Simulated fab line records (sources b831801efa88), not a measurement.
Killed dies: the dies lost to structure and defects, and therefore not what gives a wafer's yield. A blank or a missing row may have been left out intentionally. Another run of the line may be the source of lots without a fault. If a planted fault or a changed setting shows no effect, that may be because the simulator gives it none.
2 desks looking at one fault :: flow gf180mcu :: numbers are kept per desk, each desk with only its own; the story behind them comes last

THE TOOL OWNER'S DESK: pvd_sputter-04
The tool's own readings at GF_CONTACT_SPUTTER_22 (material Ti, target thk 15 nm, time 80.02 s): means of the sampled wafers that have a number, for each lot that ran on this tool. A lot is out of limits, marked OUT, if its mean lies more than 4 standard deviations from the usual mean; the brackets give that distance.
Columns: A = throttle_valve_pct at GF_CONTACT_SPUTTER_22, usual 29.5 %
lot: L231
first seen here: day 16 23:22
A: 30.1

lot: L234
first seen here: day 18 06:10
A: 30.1

lot: L237
first seen here: day 19 15:47
A: 28.9

lot: L239
first seen here: day 20 05:40
A: 30.0

lot: L243
first seen here: day 21 18:10
A: 29.4

lot: L248
first seen here: day 22 15:43
A: 29.3
This desk's verdict: no lot among the 6 shows anything out of limits.

FROM THE METROLOGY DESK
Means of the sampled wafers that have a number, per lot and without regard to the tool the lot ran on: this is what the gauges read. A lot is out of limits, marked OUT, if its mean lies more than 4 standard deviations from the usual mean; the brackets give that distance.
Columns: A = CONTACT_W_RS at GF_CONTACT_RS_MEAS_25, usual 0.386 ohm/sq; B = M1_ALCU_RS at GF_M1_RS_MEAS_05, usual 0.0697 ohm/sq
lot: L229
first seen here: day 16 10:40
A: 0.388
B: 0.0689

lot: L230
first seen here: day 16 14:02
A: 0.390
B: 0.0694

lot: L231
first seen here: day 16 23:34
A: 0.383
B: 0.0694

lot: L234
first seen here: day 18 06:22
A: 0.380
B: 0.0699

lot: L235
first seen here: day 18 16:21
A: 0.387
B: 0.0708

lot: L237
first seen here: day 19 16:01
A: 0.389
B: 0.0699

lot: L238
first seen here: day 19 20:26
A: 0.383
B: 0.0696

lot: L239
first seen here: day 20 05:52
A: 0.383
B: 0.0699

lot: L244
first seen here: day 21 16:10
A: 0.383
B: 0.0692

lot: L243
first seen here: day 21 18:28
A: 0.390
B: 0.0712

lot: L248
first seen here: day 22 15:55
A: 0.388
B: 0.0689

lot: L250
first seen here: day 23 14:48
A: 0.385
B: 0.0692

lot: L251
first seen here: day 23 19:46
A: 0.386
B: 0.0680
This desk's verdict: no lot among the 13 shows anything out of limits.

BROUGHT TOGETHER
The tool owner's desk saw nothing out of limits.
From the metrology desk's view, nothing was out of limits.

WHAT WAS PUT IN BY THE SIMULATOR
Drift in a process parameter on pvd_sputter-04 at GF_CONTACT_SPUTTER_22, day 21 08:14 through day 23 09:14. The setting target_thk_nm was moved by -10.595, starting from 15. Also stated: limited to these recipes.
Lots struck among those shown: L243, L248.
